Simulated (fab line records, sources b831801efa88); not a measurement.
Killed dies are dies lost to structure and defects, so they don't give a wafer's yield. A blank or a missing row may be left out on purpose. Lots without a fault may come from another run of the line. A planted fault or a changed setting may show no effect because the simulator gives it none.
Which tool did it? | flow sky130 | 14 lots, 41 wafers sampled, at 4 steps of a route of 708

WHAT THE GAUGES READ, wafer by wafer
SKY_VIA2_RS_MEAS_22: measures by four-point-probe. Usual: VIA2_W_RS 0.271 ohm/sq, standard deviation 0.0042.
lot  | measured     | on            | VIA2_W_RS (ohm/sq) | flag
L350 | day 36 02:25 | film_metro-01 | 0.266 0.274 0.265  |
L351 | day 36 06:35 | film_metro-03 | 0.272 0.271 0.269  |
L352 | day 36 17:13 | film_metro-02 | 0.275 0.271 0.274  |
L353 | day 37 00:13 | film_metro-01 | 0.268 0.263 0.276  |
L360 | day 40 09:03 | film_metro-01 | 0.262 0.272 0.271  |
L361 | day 40 10:11 | film_metro-02 | 0.266 0.267 0.271  |
L362 | day 40 13:18 | film_metro-02 | 0.271 0.276        |
L364 | day 40 19:50 | film_metro-03 | 0.276 0.270 0.270  |
L366 | day 41 01:37 | film_metro-02 | 0.266 0.262 0.270  |
L368 | day 41 17:20 | film_metro-01 | 0.274 0.270 0.271  |
L370 | day 42 06:35 | film_metro-02 | 0.273 0.265 0.273  |
L371 | day 42 09:27 | film_metro-01 | 0.276 0.274 0.275  |
L372 | day 42 12:45 | film_metro-03 | 0.274 0.277 0.277  |
L373 | day 43 00:38 | film_metro-02 | 0.273 0.278 0.274  |

SKY_CAPM_RS_MEAS_03: measures by four-point-probe. Usual: CAPM_TIN_RS 6.67 ohm/sq, standard deviation 0.08.
lot  | measured     | on            | CAPM_TIN_RS (ohm/sq) | flag
L350 | day 36 03:14 | film_metro-02 | 6.69 6.89 6.74       |
L351 | day 36 07:25 | film_metro-01 | 6.70 6.67 6.77       |
L352 | day 36 18:02 | film_metro-01 | 6.83 6.59 6.71       |
L353 | day 37 01:02 | film_metro-04 | 6.55 6.57 6.82       |
L360 | day 40 09:53 | film_metro-01 | 6.82 6.71 6.68       |
L361 | day 40 11:00 | film_metro-01 | 6.73 6.62 6.62       |
L362 | day 40 14:08 | film_metro-01 | 6.55 6.66            |
L364 | day 40 20:40 | film_metro-01 | 6.59 6.69 6.67       |
L366 | day 41 02:27 | film_metro-02 | 6.60 6.51 6.68       |
L368 | day 41 18:09 | film_metro-02 | 6.70 6.80 6.63       |
L370 | day 42 07:24 | film_metro-04 | 6.48 6.68 6.64       |
L371 | day 42 10:17 | film_metro-04 | 6.73 6.78 6.64       |
L372 | day 42 13:35 | film_metro-02 | 6.54 6.64 6.53       |
L373 | day 43 01:27 | film_metro-01 | 6.65 6.60 6.73       |

WHICH TOOL RAN EACH LOT (tool, then ch and the chambers of the sampled wafers, then the start)
lot  | SKY_VIA2_ETCH_15                   | SKY_METAL3_SPUTTER_01
L350 | rie_diel-01 ch 1,2,3, day 36 01:33 | pvd_sputter-02, day 36 02:54
L351 | rie_diel-01 ch 1,3, day 36 05:43   | pvd_sputter-02, day 36 07:04
L352 | rie_diel-02 ch 1,3, day 36 16:20   | pvd_sputter-01, day 36 17:41
L353 | rie_diel-01 ch 0,1,3, day 36 23:20 | pvd_sputter-01, day 37 00:41
L360 | rie_diel-03 ch 0,3, day 40 08:12   | pvd_sputter-02, day 40 09:33
L361 | rie_diel-03 ch 0,2,3, day 40 09:20 | pvd_sputter-02, day 40 10:41
L362 | rie_diel-02 ch 0,1, day 40 12:23   | pvd_sputter-01, day 40 13:44
L364 | rie_diel-03 ch 0,2,3, day 40 18:59 | pvd_sputter-01, day 40 20:20
L366 | rie_diel-03 ch 1,2,3, day 41 00:44 | pvd_sputter-03, day 41 02:05
L368 | rie_diel-03 ch 1,3, day 41 16:29   | pvd_sputter-03, day 41 17:50
L370 | rie_diel-03 ch 0,1,2, day 42 05:44 | pvd_sputter-03, day 42 07:05
L371 | rie_diel-03 ch 1,2,3, day 42 08:36 | pvd_sputter-01, day 42 09:57
L372 | rie_diel-02 ch 0,1,3, day 42 11:46 | pvd_sputter-01, day 42 13:14
L373 | rie_diel-02 ch 0,1,2, day 42 23:47 | pvd_sputter-03, day 43 01:08
- SKY_VIA2_ETCH_15: etches SiO2 in C4F8/O2/Ar, stops on TiN, target depth 546 nm, time 84 s.
- SKY_METAL3_SPUTTER_01: material TiN, target thk 20 nm, time 16.7 s.

WHAT THE TOOLS THEMSELVES READ (means of the sampled wafers that have a number; where no wafer has one, the mark that the record gives instead)
SKY_VIA2_ETCH_15. Usual: bias_w 1200 W, standard deviation 3.7; oes_product_au 0.939 a.u., standard deviation 0.0049.
lot  | tool        | bias_w (W) | oes_product_au (a.u.) | flag
L350 | rie_diel-01 | 1203       | 0.939                 |
L351 | rie_diel-01 | 1206       | 0.939                 |
L352 | rie_diel-02 | 1200       | 0.942                 |
L353 | rie_diel-01 | 1203       | 0.934                 |
L360 | rie_diel-03 | 1203       | 0.941                 |
L361 | rie_diel-03 | 1203       | 0.941                 |
L362 | rie_diel-02 | 1197       | 0.935                 |
L364 | rie_diel-03 | 1197       | 0.939                 |
L366 | rie_diel-03 | 1201       | 0.938                 |
L368 | rie_diel-03 | 1197       | 0.944                 |
L370 | rie_diel-03 | 1200       | 0.941                 |
L371 | rie_diel-03 | 1201       | 0.941                 |
L372 | rie_diel-02 | 1198       | 0.942                 |
L373 | rie_diel-02 | 1200       | 0.938                 |

SKY_METAL3_SPUTTER_01. Usual: cathode_dc_power_W 6500.0 W, standard deviation 1.2; chamber_pressure_pa 0.3999 Pa, standard deviation 0.00085; throttle_valve_pct 30.7 %, standard deviation 0.71.
lot  | tool           | cathode_dc_power_W (W) | chamber_pressure_pa (Pa) | throttle_valve_pct (%) | flag
L350 | pvd_sputter-02 | 6499.5                 | 0.4005                   | 31.2                   |
L351 | pvd_sputter-02 | 6498.9                 | 0.3999                   | 31.0                   |
L352 | pvd_sputter-01 | 6500.0                 | 0.4004                   | 30.1                   |
L353 | pvd_sputter-01 | 6499.1                 | 0.4006                   | 30.7                   |
L360 | pvd_sputter-02 | 5180.6                 | 0.4007                   | 30.9                   | OFF
L361 | pvd_sputter-02 | 5179.6                 | 0.4011                   | 31.1                   | OFF
L362 | pvd_sputter-01 | 6498.9                 | 0.3993                   | 30.1                   |
L364 | pvd_sputter-01 | 6500.0                 | 0.4003                   | 30.5                   |
L366 | pvd_sputter-03 | 6499.5                 | 0.3999                   | 30.1                   |
L368 | pvd_sputter-03 | 6500.5                 | 0.3990                   | 31.3                   |
L370 | pvd_sputter-03 | 6501.2                 | 0.3993                   | 30.7                   |
L371 | pvd_sputter-01 | 6500.3                 | 0.3999                   | 30.6                   |
L372 | pvd_sputter-01 | 6499.7                 | 0.3994                   | 30.3                   |
L373 | pvd_sputter-03 | 6500.3                 | 0.4004                   | 30.1                   |

THE ANSWER, worked out from the rows above alone
Rule: a lot is off if the mean of its wafers that have a number lies more than 3 standard deviations from the usual mean. A lot without any number at a reading at which 4 lots or more have one is off too. The other lots that the step has rows for count as sound. The gauges are gone through in route order, then the tools' own readings, and for those a lot's mean is taken as printed above. The first step at which some lot is off is used, and at that step the reading that is off furthest; a lot without a number counts as furthest.
Off: L360, L361, at SKY_METAL3_SPUTTER_01 (cathode_dc_power_W).
A tool fits if, at that step or a process step before it, it ran every lot that is off, and no sound lot after the first of them. One fits: pvd_sputter-02 at SKY_METAL3_SPUTTER_01. Its last sound lot is L351 (day 36 07:04), its first lot that is off L360 (day 40 09:33): a fault that began between those two fits.
The tool's own readings at SKY_METAL3_SPUTTER_01 bear it out: on the lots that are off they differ by more than 5 times the standard deviation of the sound lots' means. cathode_dc_power_W reads 5180.1 W there against 6499.8 W on the sound lots.

WHAT THE SIMULATOR HAD PUT IN
Process parameter drift: pvd_sputter-02, from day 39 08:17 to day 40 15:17, at SKY_METAL3_SPUTTER_01. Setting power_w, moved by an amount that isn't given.
Lots struck among those shown: L360, L361. The rule above found the same.
